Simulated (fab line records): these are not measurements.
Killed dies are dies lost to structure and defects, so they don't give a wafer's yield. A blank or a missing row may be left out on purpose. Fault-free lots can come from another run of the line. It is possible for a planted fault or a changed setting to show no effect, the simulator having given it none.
Code-filled problem report in 8D (eight disciplines) form + flow sky130 + the parts of the form that need people (team, actions taken, sign-off) are left out

## 1. WHAT IS WRONG
Across 9 wafers from 3 lots, SPACER_CVD_00_THK at SKY_SPACER_THK_MEAS_01 averages 39.7 nm, while fault-free wafers read 42.9 nm with a standard deviation of 0.43. That puts it -7.5 standard deviations away from the usual mean.
First seen on wafer L972.1, day 27 04:52, on film-metro-02. The record holds 33 wafers of 11 lots with a number at this step. The rule behind "out" and "out of limits": a value lying over 4 standard deviations away from the usual mean. The other wafers with a number count as sound.

## 2. WHAT IT IS AND WHAT IT IS NOT
| question                    | is                           | is not                                                                          |
|-----------------------------|------------------------------|---------------------------------------------------------------------------------|
| which readings at this step | SPACER_CVD_00_THK            | -                                                                               |
| which lots                  | L972, L973, L974             | L961, L962, L963, L964, L969, L982, L983, L984                                  |
| which wafers of those lots  | all that have a number       | -                                                                               |
| read on which gauges        | film-metro-02, film-metro-03 | film-metro-01                                                                   |
| when                        | from day 27 04:52            | up to then (15 sound wafers); but 9 sound wafers of L982, L983, L984 came after |

## 3. WHAT RULES OUT EACH SUSPECT
Counting: a tool at any process step up to the reading remains a suspect when it ran all the lots that are out and ran no sound lot after the first of those.
- the gauge at SKY_SPACER_THK_MEAS_01 has been ruled out. 2 gauges (film-metro-02, film-metro-03) read the wafers that are out.
- lpcvd-02 at SKY_SPACER_CVD_00 (deposits Si3N4 from DCS/NH3, target thk 43.1 nm, time 740 s): ruled out as a lasting fault. Following L972 (day 27 03:40), the first lot on it that is out, the sound lots L982, L983, L984 were run on it.
Left after counting: nothing in the record.

## 4. THE CAUSE (what the simulator had put in)
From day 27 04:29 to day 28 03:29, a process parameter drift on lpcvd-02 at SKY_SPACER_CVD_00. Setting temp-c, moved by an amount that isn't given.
The count ruled it out by mistake, since the rule takes a fault to strike every lot its tool runs from the start of the fault on, and this one did not do so.

## 5. SEQUENCE OF EFFECTS, ordered by route
Each row: a reading where the mean over the struck wafers with a number is more than 3 standard deviations away from the usual. Only readings whose record carries a usual standard deviation are examined. hours: median over the lots of the time between each lot's start at the first step of this table that gives one and its start at this step. sigmas: the change, counted in usual standard deviations.
| hours | step                   | reading           | usual      | on struck wafers | change | sigmas |
|-------|------------------------|-------------------|------------|------------------|--------|--------|
| 0     | SKY_SPACER_CVD_00      | spike-tc-lower-C  | 771.1 C    | 767.0            | -4.1   | -3.7   |
| 0     | SKY_SPACER_CVD_00      | spike-tc-upper-C  | 769.6 C    | 765.1            | -4.5   | -4.1   |
| 0     | SKY_SPACER_CVD_00      | susceptor-temp-C  | 770.0 C    | 765.7            | -4.3   | -13    |
| 1     | SKY_SPACER_THK_MEAS_01 | SPACER_CVD_00_THK | 42.9 nm    | 39.7             | -3.2   | -7.5   |
| 1     | SKY_SPACER_ETCHBACK_02 | oes-product-au    | 0.853 a.u. | 0.815            | -0.038 | -5.6   |
Process steps it contains:
- SKY_SPACER_CVD_00: deposits Si3N4 from DCS/NH3, target thk 43.1 nm, time 740 s.
- SKY_SPACER_ETCHBACK_02: etches Si3N4 in CH3F/O2, stops on SiO2, time 46.7 s, target depth 45 nm.

## 6. WHAT WOULD HAVE CAUGHT IT SOONER
The first out-of-limits reading at a measuring or inspecting step in this record came at day 27 04:52, 0 hours after the fault's start at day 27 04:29.
Tool's own readings at SKY_SPACER_CVD_00, susceptor-temp-C: out on all struck wafers the step has rows for; an alarm limit on them would have tripped on the first.
